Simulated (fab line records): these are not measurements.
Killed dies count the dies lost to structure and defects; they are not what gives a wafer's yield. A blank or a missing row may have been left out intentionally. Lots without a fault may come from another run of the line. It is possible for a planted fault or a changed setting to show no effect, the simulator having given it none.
Which of the tools did it? | flow sky130 | 14 lots, 42 wafers sampled, at 1 step of a route of 708

WHAT THE GAUGES SHOWED, per wafer
SKY_LI_CONTACT_THK_MEAS_01.
lot  | measured     | on            | LI_CONTACT_HDPCVD_THK (nm)
L489 | day 27 22:45 | film_metro-01 | 934 936 929
L491 | day 28 07:29 | film_metro-04 | 905 892 914
L492 | day 28 17:52 | film_metro-04 | 924 922 926
L495 | day 30 02:20 | film_metro-03 | 924 917 932
L496 | day 30 13:10 | film_metro-04 | 921 925 917
L497 | day 31 08:40 | film_metro-04 | 920 922 920
L499 | day 31 21:48 | film_metro-04 | 926 930 928
L503 | day 33 09:58 | film_metro-03 | 924 920 908
L504 | day 33 14:40 | film_metro-03 | 908 919 914
L505 | day 33 16:48 | film_metro-04 | 921 929 919
L509 | day 34 09:04 | film_metro-03 | 912 921 919
L510 | day 34 10:02 | film_metro-04 | 928 924 927
L511 | day 35 04:12 | film_metro-01 | 915 916 924
L512 | day 35 10:57 | film_metro-04 | 929 915 925

WHICH TOOL RAN EACH LOT (tool, then ch and the chambers of the sampled wafers, then the start)
Record: no process step prior to these readings.

WHAT THE TOOLS THEMSELVES READ (means of the sampled wafers that have a number; where no wafer has one, the mark that the record gives instead)
The record holds no such reading with a usual standard deviation.

THE ANSWER, worked out from the rows above alone
Rule: the lots themselves supply what counts as usual. The widest of any qualifying gaps counts: lots, ordered by their means at a reading, are off when they make up no more than a third of the lots, leave a main group of 4 or more, and stand apart from it by 3 or more times the standard deviation of that group's means. If all means in a main group match to the digits the tables above print for the reading, that group is not used. Also off: a lot with no number at a reading for which 4 or more lots have one. Where the step has rows for the other lots, those lots are counted as sound. First the gauges in route order, then the tools' own readings, where a lot's mean is used as printed above. The first step at which some lot is off is used, and at that step the reading that is off furthest; a lot without a number counts as furthest.
Across all readings shown, no lot is off: no conclusion can be drawn from this.

WHAT THE SIMULATOR HAD PUT IN
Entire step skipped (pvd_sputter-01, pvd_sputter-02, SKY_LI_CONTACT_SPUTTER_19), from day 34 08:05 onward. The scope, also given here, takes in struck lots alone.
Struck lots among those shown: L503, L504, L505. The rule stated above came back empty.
